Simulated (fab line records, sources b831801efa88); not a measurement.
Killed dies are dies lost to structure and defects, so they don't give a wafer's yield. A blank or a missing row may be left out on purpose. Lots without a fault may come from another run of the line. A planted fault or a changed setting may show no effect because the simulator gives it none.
fab line records | flow sky130
record lots=7 wafers=20 last_day=51
route steps=708 shown CONTACT@421 METAL1@434 PAD_OPEN@708
lots that met no fault: from a run of the same line without faults
start_h: hours from the record's first day to the start of the lot's first wafer shown | wait_h: hours since the lot's step before | " the same as in the row above | L1.1+2: a row that stands for several wafers | - no value, or no start given | * or withheld: withheld | < > ~ a bound
route shown NAME@n: a module of which the file shows steps, and the number in the route of the first | usual: mean/standard deviation of fault-free wafers | same: alike in all rows | chamber/n: place in a boat | sites: the reading at each site | _std_site: their standard deviation | _edge_site: outer sites' mean less inner sites' | radius_mm: how far each site lies from the wafer's centre | mask NAME#n: copy n | behind: the tool/chamber that last shaped the wafer | hold: why the lot was held/for how many hours/how that ended | device: the transistor (n, p or np) that didn't switch | end of line: the same wafers' tests at the end of the route | a step without rows: its recipe alone | killed: dies lost to structure and defects at the first sort, not the wafer's yield | map: a wafer's dies, x killed, . not, _ none there
set.NAME: the setting as run; set.NAME@STEP: as run at that earlier step | model.NAME: the simulator's own value behind a step, which no gauge read
lots at some steps of the route; a table a step, a row a wafer
services: from which hour (start_h, from the record's first day; less than 0 if before it) a tool's chamber was out of use, for how many hours, and why
## steps
# step SKY_CONTACT_OVL_MEAS_15
# usual CONTACT_OVL=1/6.1
# columns lot.wafer tool chamber start_h wait_h CONTACT_OVL[nm]
L959.1 overlay-01 - 780.64 0.1 1
L959.2 " - " " -2
L959.4 " - " " 7
L960.2 overlay-01 - 789.22 0.1 3
L960.3 " - " " 3
L960.6 " - " " 4
L962.2 overlay-02 - 798.79 0.1 3
L962.4 " - " " 8
L969.1 overlay-01 - 859.19 0.1 -6
L969.4 " - " " -5
L969.6 " - " " -10
L970.2 overlay-01 - 864.84 0.1 -3
L970.3 " - " " 8
L970.6 " - " " -2
L973.2 overlay-02 - 881.67 0.1 13
L973.3 " - " " 7
L973.4 " - " " 10
L979.2 overlay-02 - 925.49 0.1 7
L979.4 " - " " 1
L979.6 " - " " 3
# step SKY_CONTACT_ETCH_16
# recipe chemistry=N2/H2 target=BARC ion_energy_ev=200 source_w=500 bias_w=100 pressure_mtorr=30 n2_flow_sccm=100 h2_flow_sccm=200 stop_on=SiO2 time_s=45.9 target_depth_a=600
# usual drypump_motor_current_A=5.9/0.61 oes_product_au=0.855/0.0046 throttle_valve_pct=13.224/0.0089
# columns lot.wafer tool chamber start_h wait_h drypump_motor_current_A oes_product_au rf_hours_counter_h throttle_valve_pct
L959.1 rie_diel-03 1 780.67 0.0 6.3 0.857 20 13.236
L959.2 " 0 " " 6.8 0.857 8 13.209
L959.4 " 3 " " 4.9 0.844 11 13.229
L960.2 rie_diel-02 2 789.25 0.0 5.8 0.856 17 13.218
L960.3 " 1 " " 5.5 0.852 6 13.235
L960.6 " 2 " " 5.8 0.846 - 13.232
L962.2 rie_diel-04 2 798.82 0.0 6.5 0.860 16 13.208
L962.4 " 3 " " 6.7 0.859 4 13.234
L969.1 rie_diel-02 0 859.22 0.0 6.5 0.851 26 13.226
L969.4 " 2 " " 5.9 0.854 20 13.214
L969.6 " 2 " " 5.9 0.849 - 13.223
L970.2 rie_diel-04 1 864.87 0.0 6.0 0.857 10 13.215
L970.3 " 2 " " 6.5 0.857 18 13.229
L970.6 " 2 " " 6.5 0.846 - 13.227
L973.2 rie_diel-02 2 881.70 0.0 5.9 0.855 20 13.226
L973.3 " 1 " " 5.5 0.858 9 13.237
L973.4 " 3 " " 5.4 0.860 13 13.201
L979.2 rie_diel-02 1 925.52 0.0 5.5 0.861 10 13.223
L979.4 " 1 " " 5.5 0.857 - 13.222
L979.6 " 2 " " 5.9 0.849 - 13.204
# step SKY_CONTACT_ETCH_17
# recipe target=SiO2 chemistry=C4F8/O2/Ar stop_on=Si3N4 mask_material=KrF-thick source_w=1500 bias_w=1200 pressure_mtorr=40 c4f8_flow_sccm=withheld O2_flow_sccm=6 Ar_flow_sccm=300 time_s=withheld target_depth_a=3400
# usual oes_product_au=0.892/0.0046
# columns lot.wafer tool chamber start_h wait_h oes_product_au
L959.1 rie_diel-03 1 780.72 0.0 0.889
L959.2 " 0 " " 0.886
L959.4 " 3 " " 0.890
L960.2 rie_diel-02 2 789.29 0.0 0.894
L960.3 " 1 " " 0.892
L960.6 " 2 " " 0.883
L962.2 rie_diel-04 2 798.87 0.0 0.892
L962.4 " 3 " " 0.898
L969.1 rie_diel-02 0 859.27 0.0 0.884
L969.4 " 2 " " 0.889
L969.6 " 2 " " 0.887
L970.2 rie_diel-04 1 864.92 0.0 0.891
L970.3 " 2 " " 0.888
L970.6 " 2 " " 0.906
L973.2 rie_diel-02 2 881.74 0.0 0.896
L973.3 " 1 " " 0.893
L973.4 " 3 " " 0.882
L979.2 rie_diel-02 1 925.57 0.0 0.892
L979.4 " 1 " " 0.887
L979.6 " 2 " " 0.886
# step SKY_CONTACT_ETCH_18
# recipe target=Si3N4 chemistry=CHF3/O2 stop_on=TiN source_w=600 bias_w=200 pressure_mtorr=40 chf3_flow_sccm=50 O2_flow_sccm=5 time_s=39 target_depth_a=750
# usual drypump_motor_current_A=5.9/0.61 oes_product_au=0.855/0.0073 throttle_valve_pct=8.794/0.0097
# columns lot.wafer tool chamber start_h wait_h drypump_motor_current_A oes_product_au rf_hours_counter_h throttle_valve_pct
L959.1 rie_diel-03 1 - - 6.3 0.849 20 8.803
L959.2 " 0 " " 6.8 0.853 8 8.809
L959.4 " 3 " " 4.9 0.866 11 8.782
L960.2 rie_diel-02 2 - - 5.8 0.854 17 8.814
L960.3 " 1 " " 5.4 0.853 6 8.829
L960.6 " 2 " " 5.8 0.867 - 8.795
L962.2 rie_diel-04 2 - - 6.5 0.855 16 8.794
L962.4 " 3 " " 6.7 0.854 4 8.787
L969.1 rie_diel-02 0 - - 6.5 0.852 26 8.791
L969.4 " 2 " " 5.8 0.856 20 8.797
L969.6 " 2 " " 5.8 0.853 - 8.792
L970.2 rie_diel-04 1 - - 6.0 0.852 10 8.800
L970.3 " 2 " " 6.5 0.852 18 8.786
L970.6 " 2 " " 6.5 0.865 - 8.810
L973.2 rie_diel-02 2 - - 5.8 0.852 20 8.801
L973.3 " 1 " " 5.4 0.842 9 8.782
L973.4 " 3 " " 5.4 0.849 13 8.793
L979.2 rie_diel-02 1 - - 5.4 0.860 10 8.791
L979.4 " 1 " " 5.4 0.857 - 8.797
L979.6 " 2 " " 5.8 0.865 - 8.779
# step SKY_CONTACT_STRIP_19
# recipe chemistry=O2/N2 power_w=1400 pressure_mtorr=1500 platen_temp_c=withheld o2_flow_sccm=3000 n2_flow_sccm=300 overash_fraction=0.5
# usual drypump_motor_current_A=5.5/0.4 o2_flow_sccm=2999/8.3 oes_product_au=0.381/0.0046 strip_time_to_endpoint_s=3.633/0.023
# columns lot.wafer tool chamber start_h wait_h drypump_motor_current_A o2_flow_sccm oes_product_au rf_hours_counter_h strip_time_to_endpoint_s
L959.1 plasma_asher-03 1 780.81 - 5.2 2988 0.382 38 3.635
L959.2 " 0 " " 5.4 3003 0.378 38 3.631
L959.4 " 1 " " 5.2 2983 0.379 - 3.628
L960.2 plasma_asher-01 0 789.38 - 6.0 2984 0.378 4 3.625
L960.3 " 0 " " 6.0 2993 0.380 - 3.637
L960.6 " 0 " " 6.0 2994 0.366 - 3.631
L962.2 plasma_asher-01 0 798.96 - 5.9 2996 0.375 5 3.662
L962.4 " 1 " " 5.1 3006 0.377 - 3.641
L969.1 plasma_asher-03 0 859.36 - 5.4 2997 0.381 46 3.593
L969.4 " 0 " " 5.4 2994 0.381 - 3.605
L969.6 " 0 " " 5.4 3028 0.378 - 3.617
L970.2 plasma_asher-03 1 865.01 - 5.2 3015 0.374 46 3.634
L970.3 " 0 " " 5.4 2995 0.384 - 3.659
L970.6 " 0 " " 5.4 3011 0.378 - 3.626
L973.2 plasma_asher-04 1 881.83 - 6.1 2989 0.382 97 3.661
L973.3 " 1 " " 6.1 3000 0.379 - 3.659
L973.4 " 0 " " 5.3 3001 0.383 - 3.625
L979.2 plasma_asher-01 1 925.66 - 5.1 2994 0.384 18 3.636
L979.4 " 0 " " 6.0 2996 0.382 - 3.617
L979.6 " 1 " " 5.1 2995 0.375 - 3.663
# step SKY_CONTACT_STRIP_20
# recipe chemistry=post_etch_residue_remover time_s=1200 temp_c=72.5
# step SKY_CONTACT_CLEAN_21
# recipe chemistry=IPA time_s=180 temp_c=25
# step SKY_CONTACT_CLEAN_22
# recipe chemistry=O3/DIW dry=n2_spin
# step SKY_CONTACT_SPUTTER_23
# recipe material=TiN target_thk_nm=20 chamber_pressure_pa=5 power_w=4000 time_s=80
# step SKY_CONTACT_CVD_24
# recipe material=W target_thk_nm=340 time_s=102.12 temp_c=400 pressure_torr=40
# step SKY_CONTACT_RS_MEAS_25
# recipe thk_meas_gauge=four-point-probe reads=W_of_CONTACT_CVD_24+TiN_of_CONTACT_SPUTTER_23
# usual CONTACT_W_RS=0.338/0.0036
# columns lot.wafer tool chamber start_h wait_h CONTACT_W_RS[ohm/sq]
L959.1 film_metro-04 - 781.57 0.1 0.337
L959.2 " - " " 0.339
L959.4 " - " " 0.339
L960.2 film_metro-02 - 790.16 0.1 0.344
L960.3 " - " " 0.341
L960.6 " - " " 0.340
L962.2 film_metro-02 - 799.74 0.1 0.341
L962.4 " - " " 0.340
L969.1 film_metro-03 - 860.19 0.1 0.344
L969.4 " - " " 0.338
L969.6 " - " " 0.343
L970.2 film_metro-04 - 865.85 0.1 0.336
L970.3 " - " " 0.334
L970.6 " - " " 0.338
L973.2 film_metro-02 - 882.64 0.1 0.336
L973.3 " - " " 0.334
L973.4 " - " " 0.338
L979.2 film_metro-04 - 926.48 0.1 0.336
L979.4 " - " " 0.345
L979.6 " - " " 0.340
# step SKY_CONTACT_THK_MEAS_26
# recipe thk_meas_gauge=xrf reads=W_of_CONTACT_CVD_24
# usual CONTACT_W_THK=358/4.9
# columns lot.wafer tool chamber start_h wait_h CONTACT_W_THK[nm]
L959.1 film_metro-04 - 781.69 0.1 363
L959.2 " - " " 360
L959.4 " - " " 361
L960.2 film_metro-02 - 790.27 0.1 347
L960.3 " - " " 350
L960.6 " - " " 354
L962.2 film_metro-02 - 799.85 0.1 350
L962.4 " - " " 354
L969.1 film_metro-03 - 860.31 0.1 352
L969.4 " - " " 359
L969.6 " - " " 356
L970.2 film_metro-04 - 865.96 0.1 365
L970.3 " - " " 363
L970.6 " - " " 361
L973.2 film_metro-02 - 882.75 0.1 358
L973.3 " - " " 361
L973.4 " - " " 356
L979.2 film_metro-04 - 926.59 0.1 361
L979.4 " - " " 351
L979.6 " - " " 356
# step SKY_CONTACT_CMP_27
# recipe stop_on=SiO2 t_overpolish_s=15 down_force_psi=3.5 platen_rpm=60 target_thk_nm=0 pad_velocity_m_s=0.94248
# usual motor_current_A=11.1/1.2 overpolish_run_s=15.001/0.0097 time_to_endpoint_s=82.0/2.9
# columns lot.wafer tool chamber start_h wait_h motor_current_A overpolish_run_s time_to_endpoint_s
L959.1 cmp-01 1 781.79 0.1 10.5 15.003 79.0
L959.4 " 2 " " 12.0 0.036 125.4
L959.2 " 0 " " 10.3 0.036 125.3
L960.2 cmp-01 2 790.32 0.0 12.5 0.036 123.9
L960.3 " 0 " " 9.9 14.999 78.4
L960.6 " 2 " " 13.2 14.975 78.2
L962.4 cmp-01 1 800.00 0.1 10.3 0.036 125.2
L962.2 " 2 " " 12.3 0.035 124.7
L969.1 cmp-01 3 860.49 0.2 10.7 15.005 81.8
L969.4 " 2 " " 12.0 14.997 78.9
L969.6 " 3 " " 10.8 15.017 83.9
L970.3 cmp-02 3 866.01 0.0 12.0 15.011 85.3
L970.2 " 0 " " 9.8 15.006 79.9
L970.6 " 0 " " 10.0 15.001 83.8
L973.4 cmp-01 0 882.80 0.0 9.5 15.006 84.8
L973.3 " 1 " " 10.6 14.989 81.8
L973.2 " 3 " " 10.6 15.015 81.8
L979.4 cmp-02 2 926.64 0.0 12.1 14.991 79.5
L979.2 " 3 " " 11.8 14.995 83.3
L979.6 " 3 " " 12.2 14.986 80.5
# step SKY_METAL1_SPUTTER_00
# recipe material=Ti target_thk_nm=15 power_w=3000 time_s=10 chamber_pressure_pa=0.4
# usual cathode_dc_power_W=3000.0/0.5 throttle_valve_pct=30.0/1.1
# columns lot.wafer tool chamber start_h wait_h cathode_dc_power_W throttle_valve_pct
L959.1 pvd_sputter-01 - 782.09 0.2 3000.2 30.6
L960.3 pvd_sputter-01 - 790.62 0.1 3001.8 30.8
L960.6 " - " " 2999.7 30.6
L969.1 pvd_sputter-01 - 860.79 0.2 3000.6 28.1
L969.4 " - " " 3001.0 31.0
L969.6 " - " " 3000.0 30.7
L970.2 pvd_sputter-04 - 866.31 0.2 2999.9 31.1
L970.3 " - " " 3001.0 28.5
L970.6 " - " " 3000.3 30.5
L973.2 pvd_sputter-01 - 883.10 0.1 2999.8 30.4
L973.3 " - " " 3000.1 30.5
L973.4 " - " " 3000.2 30.7
L979.2 pvd_sputter-04 - 926.94 0.2 2999.0 30.5
L979.4 " - " " 2999.4 31.5
L979.6 " - " " 3000.0 31.5
# step SKY_PAD_OPEN_PROBE_99
# usual killed_at_M0_to_M3=43/6.9 killed_at_M4_up=3.2/1.6 killed_at_contacts=25/5.1 killed_at_front_end=16/4.5 killed_at_other=0.3/0.68 killed_dies=87/8.9 killed_on_rim=16/3.6 killed_open=48/6.9 killed_short=39/6.3
# same gross_dies=492 killed_at_back_side=0
# columns lot.wafer tool chamber start_h wait_h killed_at_M0_to_M3 killed_at_M4_up killed_at_contacts killed_at_front_end killed_at_other killed_dies killed_on_rim killed_open killed_short
L959.2 prober-02 - 1119.59 0.1 49 5 427 11 0 492 96 42 48
L959.4 prober-02 - 1119.69 0.2 49 4 428 11 0 492 96 53 32
L960.2 prober-01 - 1128.58 0.1 32 4 434 21 1 492 96 41 47
L960.3 prober-01 - 1128.63 0.2 43 4 21 11 0 79 17 42 36
L960.6 prober-01 - 1128.78 0.2 40 6 24 17 0 87 18 47 40
L962.2 prober-02 - 1131.62 0.1 39 1 433 19 0 492 96 43 40
L962.4 prober-02 - 1131.72 0.2 63 4 409 16 0 492 96 68 41
L969.1 prober-01 - 1177.84 0.1 45 6 21 15 0 87 15 46 41
L969.4 prober-01 - 1177.99 0.2 59 0 15 17 1 92 20 54 38
L969.6 prober-01 - 1178.09 0.2 47 4 22 21 2 96 16 58 38
L970.3 prober-02 - 1179.79 0.2 42 4 28 21 0 95 20 57 37
L979.2 prober-01 - 1220.77 0.1 48 0 26 11 0 85 19 56 28
L979.4 prober-01 - 1220.87 0.2 46 2 26 14 0 88 15 42 45
L979.6 prober-01 - 1220.97 0.2 46 2 24 20 0 92 14 54 38
# killed by level:class
L959.2 CONTACT:area_cmp=402 VIA1:geometric_particle:open=9 METAL2:geometric_particle:short=8 LOCAL_INTERCONNECT:geometric_particle:short=7 LI_CONTACT:geometric_particle:open=6 CONTACT:geometric_particle:open=6 VIA2:geometric_particle:open=6 METAL1:geometric_particle:short=5
L959.4 CONTACT:area_cmp=407 VIA1:geometric_particle:open=11 VIA3:geometric_particle:open=11 CONTACT:geometric_particle:open=10 VIA2:geometric_particle:open=6 METAL2:geometric_particle:short=6 FIELD_ISO:geometric_particle:short=4 LI_CONTACT:geometric_particle:open=4
L960.2 CONTACT:area_cmp=404 CONTACT:geometric_particle:open=11 POLY_GATE:geometric_particle:short=8 LI_CONTACT:geometric_particle:open=8 CONTACT:geometric_particle:short=7 METAL2:geometric_particle:short=7 VIA1:geometric_particle:open=6 POLY_GATE:geometric_particle:open=5
L960.3 LI_CONTACT:geometric_particle:open=9 CONTACT:geometric_particle:open=9 VIA3:geometric_particle:open=8 METAL1:geometric_particle:short=7 METAL2:geometric_particle:short=6 VIA3:geometric_particle:short=6 VIA1:geometric_particle:short=4 VIA1:geometric_particle:open=4
L960.6 CONTACT:geometric_particle:open=14 VIA2:geometric_particle:open=12 VIA1:geometric_particle:open=7 FIELD_ISO:geometric_particle:open=6 METAL2:geometric_particle:short=6 VIA1:geometric_particle:short=4 FIELD_ISO:geometric_particle:short=4 LOCAL_INTERCONNECT:geometric_particle:short=4
L962.2 CONTACT:area_cmp=409 CONTACT:geometric_particle:open=9 VIA1:geometric_particle:open=9 POLY_GATE:geometric_particle:short=8 METAL2:geometric_particle:short=8 VIA2:geometric_particle:open=7 VIA3:geometric_particle:open=7 CONTACT:geometric_particle:short=6
L962.4 CONTACT:area_cmp=382 VIA3:geometric_particle:open=13 VIA1:geometric_particle:open=12 CONTACT:geometric_particle:open=11 METAL1:geometric_particle:short=8 LI_CONTACT:geometric_particle:open=7 VIA2:geometric_particle:open=6 METAL2:geometric_particle:short=5
L969.1 CONTACT:geometric_particle:open=9 VIA2:geometric_particle:open=9 LI_CONTACT:geometric_particle:open=6 VIA1:geometric_particle:open=6 VIA1:geometric_particle:short=6 METAL2:geometric_particle:short=6 METAL1:geometric_particle:short=5 FIELD_ISO:geometric_particle:short=4
L969.4 VIA1:geometric_particle:open=16 VIA3:geometric_particle:open=9 VIA2:geometric_particle:open=9 FIELD_ISO:geometric_particle:short=5 LI_CONTACT:geometric_particle:open=5 VIA2:geometric_particle:short=5 VIA3:geometric_particle:short=5 METAL1:geometric_particle:short=4
L969.6 VIA1:geometric_particle:open=17 CONTACT:geometric_particle:open=11 FIELD_ISO:geometric_particle:short=8 VIA1:geometric_particle:short=7 POLY_GATE:geometric_particle:open=6 VIA2:geometric_particle:open=5 METAL4:geometric_particle:short=4 LI_CONTACT:geometric_particle:open=4
L970.3 VIA1:geometric_particle:open=11 CONTACT:geometric_particle:open=10 LI_CONTACT:geometric_particle:open=9 VIA2:geometric_particle:open=9 POLY_GATE:geometric_particle:open=7 VIA3:geometric_particle:open=5 FIELD_ISO:geometric_particle:open=4 CONTACT:geometric_particle:short=4
L979.2 LI_CONTACT:geometric_particle:open=12 VIA1:geometric_particle:open=12 VIA3:geometric_particle:open=9 VIA2:geometric_particle:open=7 CONTACT:geometric_particle:open=7 METAL2:geometric_particle:short=6 POLY_GATE:geometric_particle:short=4 VIA1:geometric_particle:short=4
L979.4 VIA3:geometric_particle:open=8 CONTACT:geometric_particle:open=8 VIA1:geometric_particle:short=8 VIA2:geometric_particle:open=7 VIA1:geometric_particle:open=7 CONTACT:geometric_particle:short=6 LI_CONTACT:geometric_particle:open=6 METAL2:geometric_particle:short=5
L979.6 VIA2:geometric_particle:open=9 CONTACT:geometric_particle:open=9 VIA1:geometric_particle:open=9 METAL2:geometric_particle:short=9 VIA3:geometric_particle:open=9 FIELD_ISO:geometric_particle:open=6 CONTACT:geometric_particle:short=6 LOCAL_INTERCONNECT:geometric_particle:short=5
# map L959.2 (x killed, . not)
__________xxxxxxxxxx_________
________xxxxxxxxxxxxxx_______
______xxxxxxxxxxxxxxxxxx_____
_____xxxxxxxxxxxxxxxxxxxx____
____xxxxxxxxxxxxxxxxxxxxxx___
___xxxxxxxxxxxxxxxxxxxxxxxx__
__xxxxxxxxxxxxxxxxxxxxxxxxxx_
_xxxxxxxxxxxxxxxxxxxxxxxxxxxx
_xxxxxxxxxxxxxxxxxxxxxxxxxxxx
_xxxxxxxxxxxxxxxxxxxxxxxxxxxx
_xxxxxxxxxxxxxxxxxxxxxxxxxxxx
_xxxxxxxxxxxxxxxxxxxxxxxxxxxx
_xxxxxxxxxxxxxxxxxxxxxxxxxxxx
_xxxxxxxxxxxxxxxxxxxxxxxxxxxx
_xxxxxxxxxxxxxxxxxxxxxxxxxxxx
__xxxxxxxxxxxxxxxxxxxxxxxxxx_
___xxxxxxxxxxxxxxxxxxxxxxxx__
____xxxxxxxxxxxxxxxxxxxxxx___
_____xxxxxxxxxxxxxxxxxxxx____
______xxxxxxxxxxxxxxxxxx_____
________xxxxxxxxxxxxxx_______
__________xxxxxxxxxx_________
# map L960.2 (x killed, . not)
__________xxxxxxxxxx_________
________xxxxxxxxxxxxxx_______
______xxxxxxxxxxxxxxxxxx_____
_____xxxxxxxxxxxxxxxxxxxx____
____xxxxxxxxxxxxxxxxxxxxxx___
___xxxxxxxxxxxxxxxxxxxxxxxx__
__xxxxxxxxxxxxxxxxxxxxxxxxxx_
_xxxxxxxxxxxxxxxxxxxxxxxxxxxx
_xxxxxxxxxxxxxxxxxxxxxxxxxxxx
_xxxxxxxxxxxxxxxxxxxxxxxxxxxx
_xxxxxxxxxxxxxxxxxxxxxxxxxxxx
_xxxxxxxxxxxxxxxxxxxxxxxxxxxx
_xxxxxxxxxxxxxxxxxxxxxxxxxxxx
_xxxxxxxxxxxxxxxxxxxxxxxxxxxx
_xxxxxxxxxxxxxxxxxxxxxxxxxxxx
__xxxxxxxxxxxxxxxxxxxxxxxxxx_
___xxxxxxxxxxxxxxxxxxxxxxxx__
____xxxxxxxxxxxxxxxxxxxxxx___
_____xxxxxxxxxxxxxxxxxxxx____
______xxxxxxxxxxxxxxxxxx_____
________xxxxxxxxxxxxxx_______
__________xxxxxxxxxx_________
## services
# columns tool chamber start_h hours kind
plasma_asher-04 - 764.55 1.2 repair
cmp-02 - 775.01 7.7 pm
plasma_asher-03 - 791.15 0.8 repair
rie_diel-04 0 794.59 3.2 repair
rie_diel-02 1 810.69 11.2 repair
cmp-01 - 813.45 2.8 repair
rie_diel-03 2 820.37 - clean
rie_diel-03 2 820.37 15.9 scheduled_down
rie_diel-03 3 831.16 6.0 repair
rie_diel-03 1 831.94 8.2 repair
cmp-02 - 851.84 4.1 pm
rie_diel-04 2 866.07 10.3 repair
pvd_sputter-04 - 867.48 2.8 repair
rie_diel-03 1 868.48 3.6 repair
plasma_asher-01 - 881.08 1.8 repair
rie_diel-02 0 904.76 2.7 repair
cmp-02 - 909.76 1.3 repair
cmp-01 - 912.02 4.0 pm
cmp-01 - 916.02 - consumable_replace:conditioner
cmp-01 - 916.02 - consumable_replace:pad
rie_diel-04 1 917.45 14.3 repair
rie_diel-03 - 919.30 4.3 pm
rie_diel-04 3 921.34 4.2 repair
rie_diel-02 0 924.94 3.0 repair
## key
first_sign step=SKY_CONTACT_CMP_27 reading=overpolish_run_s direction=down sigmas=99+ usual=15.001 struck=0.036
effect step=SKY_CONTACT_CMP_27 reading=time_to_endpoint_s direction=up sigmas=15 usual=* struck=*
effect step=SKY_PAD_OPEN_PROBE_99 reading=killed_at_contacts direction=up sigmas=79 usual=25 struck=426
more_kills_born_at SKY_CONTACT_CMP_27@cmp-01=2004
met_at SKY_CONTACT_CMP_27
struck_wafers L959.2,L959.4,L960.2,L962.2,L962.4
later_rows_left_out L959.2,L959.4,L960.2,L962.2,L962.4
tester_left_out L959,L960,L962
fault kind=process_parameter_drift tool=cmp-01 chamber=- onset_h=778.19 steps=SKY_CONTACT_CMP_27 channel=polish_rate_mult offset=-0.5 shape=step end_h=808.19 scope=struck_wafers_only
# tester_left_out: of these lots the tester's yield and bins aren't shown, on N5 and GAA mostly nor the transistor test; their killed dies are dies lost to structure and defects alone, not to doping, threshold or leakage, so they don't give the yield
# later_rows_left_out: the simulator's readings of these wafers behind a module that went badly wrong aren't trusted and aren't shown, but for the sort
